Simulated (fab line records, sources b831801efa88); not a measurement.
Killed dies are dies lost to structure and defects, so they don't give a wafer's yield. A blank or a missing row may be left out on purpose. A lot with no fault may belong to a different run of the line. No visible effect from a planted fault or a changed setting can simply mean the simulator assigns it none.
Matching of chambers :: flow gf180mcu :: pecvd-02 running GF_V4_CVD_02: 3 sister chambers
The step deposits SiO2 from TEOS, target thk 850 nm, time 94.851 s. 14 wafers are shown with their chamber, then 7 later ones without.

## WAFERS WITH THEIR CHAMBER
wafer: L402.4
chamber: 2
heater_power_w (W): 661

wafer: L402.5
chamber: 0
heater_power_w (W): 568

wafer: L402.6
chamber: 1
heater_power_w (W): 546

wafer: L408.1
chamber: 1
heater_power_w (W): 591

wafer: L408.2
chamber: 0
heater_power_w (W): 599

wafer: L408.3
chamber: 0
heater_power_w (W): 467

wafer: L411.3
chamber: 1
heater_power_w (W): 582

wafer: L411.5
chamber: 1
heater_power_w (W): 606

wafer: L411.6
chamber: 2
heater_power_w (W): 660

wafer: L413.1
chamber: 2
heater_power_w (W): 690

wafer: L413.4
chamber: 2
heater_power_w (W): 548

wafer: L413.5
chamber: 1
heater_power_w (W): 621

wafer: L416.4
chamber: 2
heater_power_w (W): 663

wafer: L416.5
chamber: 1
heater_power_w (W): 606

SIGNATURES, as means of the wafers listed above
reading: heater_power_w
chamber 0: 544.67
chamber 1: 592.00
chamber 2: 644.40
scatter within a chamber: 47.9
Rule: distance of a wafer from a chamber = root of the sum over the readings of ((wafer's reading minus chamber's mean) / reading's scatter) squared. If the next closest chamber is less than 2 further off than the closest, the wafer can't be placed; otherwise it belongs to the closest. The scatter: take each reading less its chamber's mean, square it, sum over the shown wafers, divide by the number of wafers less the number of chambers, and take the root.

## WAFERS WHOSE CHAMBER IS MISSING
wafer: L416.6
heater_power_w (W): 543

wafer: L420.4
heater_power_w (W): 616

wafer: L420.5
heater_power_w (W): 552

wafer: L420.6
heater_power_w (W): 551

wafer: L421.1
heater_power_w (W): 597

wafer: L421.3
heater_power_w (W): 563

wafer: L421.4
heater_power_w (W): 602

## EACH ONE'S CHAMBER
wafer: L416.6
from the rows above: can't be placed: 0 or 1
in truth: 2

wafer: L420.4
from the rows above: can't be placed: 1 or 2 or 0
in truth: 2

wafer: L420.5
from the rows above: can't be placed: 0 or 1 or 2
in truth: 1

wafer: L420.6
from the rows above: can't be placed: 0 or 1 or 2
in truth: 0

wafer: L421.1
from the rows above: can't be placed: 1 or 2 or 0
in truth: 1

wafer: L421.3
from the rows above: can't be placed: 0 or 1 or 2
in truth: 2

wafer: L421.4
from the rows above: can't be placed: 1 or 2 or 0
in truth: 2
Correct placement for 0 of the 7. From these rows, 7 cannot be placed; in 6 the true chamber is one of the candidates. Placed wrongly: 0.
